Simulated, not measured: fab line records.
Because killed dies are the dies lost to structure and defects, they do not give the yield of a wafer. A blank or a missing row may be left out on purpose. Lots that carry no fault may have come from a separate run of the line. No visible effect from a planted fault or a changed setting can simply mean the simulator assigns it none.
The same fault as seen by 2 desks + flow gf180mcu + each desk has only its own numbers; what lay behind them comes last

== AT THE TOOL OWNER'S DESK: pvd sputter-04 ==
The tool's own readings at GF_V2_SPUTTER_21 (material Ti, target thk 15 nm, time 80.02 s): means of the sampled wafers that have a number, for each lot that ran on this tool. If a lot's mean is further than 4 standard deviations from the usual mean, the lot is out of limits and carries the mark OUT (the distance appears in the brackets).
Columns: A = chamber pressure pa at GF_V2_SPUTTER_21, usual 5.000 Pa; B = throttle valve pct at GF_V2_SPUTTER_21, usual 30.1 %
| lot  | first seen here | A               | B    |
|------|-----------------|-----------------|------|
| L357 | day 24 00:11    | 5.004           | 30.0 |
| L359 | day 25 01:04    | 4.875 (-13) OUT | 29.5 |
| L369 | day 28 05:44    | 4.997           | 30.0 |
This desk's verdict: out of limits on L359, starting with L359 at day 25 01:04 (chamber pressure pa at GF_V2_SPUTTER_21). In limits: L357, L369.

== METROLOGY DESK ==
What the gauges read for every lot (on any tool): the sampled wafers with a number, averaged. If a lot's mean is further than 4 standard deviations from the usual mean, the lot is out of limits and carries the mark OUT (the distance appears in the brackets).
Columns: A = cd nm at GF_V2_CD_MEAS_14, usual 260.2 nm; B = V2_OVL at GF_V2_OVL_MEAS_15, usual -2 nm
| lot  | first seen here | A     | B  |
|------|-----------------|-------|----|
| L349 | day 21 05:01    | 259.6 | 5  |
| L357 | day 23 23:22    | 260.0 | 3  |
| L359 | day 25 00:14    | 260.0 | -1 |
| L360 | day 25 04:07    | 260.7 | -6 |
| L369 | day 28 04:55    | 260.3 | 1  |
This desk found nothing out of limits on any of the 5 lots.

== ALL TOGETHER ==
An alarm could have come from the tool owner's desk at day 25 01:04, on L359.
The metrology desk saw nothing out of limits.
The metrology desk holds a record of L359, inside its limits.
All the named lots went through GF_V2_SPUTTER_21 on pvd sputter-04.

== WHAT HAD BEEN PUT IN BY THE SIMULATOR ==
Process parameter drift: pvd sputter-04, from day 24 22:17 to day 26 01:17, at GF_V2_SPUTTER_21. Setting chamber pressure pa shifted by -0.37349 from 5. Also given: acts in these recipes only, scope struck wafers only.
Struck lots among those shown: L359.
How many hours passed from the start of the fault until each desk's first out-of-limits reading: the tool owner's desk, 3.
